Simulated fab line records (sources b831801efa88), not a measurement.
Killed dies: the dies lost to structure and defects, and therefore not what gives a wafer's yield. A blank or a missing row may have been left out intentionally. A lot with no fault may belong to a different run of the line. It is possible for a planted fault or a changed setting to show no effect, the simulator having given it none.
Struck lot and sound lot, side by side    flow sky130    17 steps out of a route of 708
Sound: these wafers, L330.3, L330.4, L330.5. Wafers struck: L338.3, L338.4, L338.6. At the end, the cause is stated.
Order at every step that has rows: each side's tool, ch and its chambers, its first start. Under that, the readings that differ: sound wafers    struck wafers    difference of the means    sigmas: that difference in standard deviations of wafers without a fault.
alike: readings whose means differ by less than 2 such deviations, and words and numbers that are the same on both sides. not compared: withheld readings, readings that some wafer has no value for, bounds like >300 that may hide the same value, and numbers for which the record gives no deviation and whose values overlap.
A row with sigmas, a row that says differs or no value, or rows on one side alone: a step with any of these is where the two part. Numbers that don't overlap but have no deviation are shown without sigmas and don't part them. Lack of a reading on every wafer of one side parts them only where that side has two or more wafers.

SKY_LDD_P_OVL_MEAS_08:
  struck on overlay-01, day 24 17:08; sound on overlay-01, day 22 00:54
  alike: LDD_P_OVL
following that, these wafers have no rows for 1 step: SKY_LDD_P_IMPLANT_09.
SKY_LDD_P_STRIP_10: strips in O2/N2.
  sound on plasmaAsher-02 ch 0,1, day 22 01:06; struck on plasmaAsher-04 ch 0,1, day 24 17:20
reading                   sound        struck       difference  sigmas
drypumpMotorCurrentA (A)  5.7 6.2 6.3  5.7 5.3 5.3  -0.6        -2
  alike: n2FlowSccm, oesProductAu, stripTimeToEndpointS
  not compared: rfHoursCounterH
SKY_LDD_P_TW_MEAS_11:
  struck on filmMetro-03, day 24 17:25; sound on filmMetro-02, day 22 01:11
reading   sound        struck       difference  sigmas
LDD_P_TW  639 635 637  621 622 622  -15         -2
then, 7 steps without rows for these wafers: SKY_LDD_HVN_DEHYDRATE_00 (time 60 s); SKY_LDD_HVN_HMDS_01 (prime time 60 s); SKY_LDD_HVN_COAT_02 (resist thk 300 nm); SKY_LDD_HVN_SOFTBAKE_03 (time 60 s); SKY_LDD_HVN_EXPOSE_04 (exposes mask HVNTM, target cd 700 nm); SKY_LDD_HVN_PEB_05; SKY_LDD_HVN_DEVELOP_06 (develop time 60 s).
SKY_LDD_HVN_OVL_MEAS_07:
  struck on overlay-02, day 25 23:29; sound on overlay-01, day 23 07:25
  alike: LDD_HVN_OVL
SKY_LDD_HVN_IMPLANT_08:
  sound on implanter-01 ch 0, day 23 07:29; struck on implanter-01 ch 0, day 25 23:33
reading           sound                      struck                         difference  sigmas
doseIonsCm2       3.004e+13 3e+13 3.001e+13  3.404e+13 3.404e+13 3.402e+13  +4.017e+12  +99 or more
faradayCurrentUA  173 169 170                189 180 192                    +16         +5
SKY_LDD_HVN_STRIP_09: strips in O2/N2.
  sound on plasmaAsher-04 ch 0,1, day 23 07:37; struck on plasmaAsher-04 ch 0,1, day 25 23:41
  alike: drypumpMotorCurrentA, n2FlowSccm, oesProductAu, stripTimeToEndpointS
  not compared: rfHoursCounterH
SKY_LDD_HVN_TW_MEAS_10:
  struck on filmMetro-01, day 25 23:46; sound on filmMetro-02, day 23 07:42
reading     sound           struck          difference  sigmas
LDD_HVN_TW  1438 1440 1444  1514 1525 1517  +78         +4
then, 1 step without rows for these wafers: SKY_LDD_HVP_DEHYDRATE_00 (time 60 s).
-- a jump in the record: the struck wafers' starts before and after are 24 days apart (it breaks off in module LDD_HVP and resumes in module PAD_OPEN, where the first step shown is number 708 of the route) --
SKY_PAD_OPEN_PROBE_99:
  struck on prober-02, day 49 23:15; sound on prober-01, day 48 07:28
reading                       sound           struck          difference  sigmas
model.etest.tip_n_5v.rsOhmSq  1386 1396 1391  1270 1289 1270  -115        
  alike: killed_at_M0_to_M3, killed_at_M4_up, killedAtContacts, killedAtFrontEnd, killedAtOther, killedDies, killedOpen, killedShort

== WHERE THEY PART ==
At SKY_LDD_P_STRIP_10 first; at SKY_LDD_HVN_TW_MEAS_10 last (within this record only). Later steps at which nothing parts them and some readings are alike: SKY_PAD_OPEN_PROBE_99.

WHY: what had been put in by the simulator
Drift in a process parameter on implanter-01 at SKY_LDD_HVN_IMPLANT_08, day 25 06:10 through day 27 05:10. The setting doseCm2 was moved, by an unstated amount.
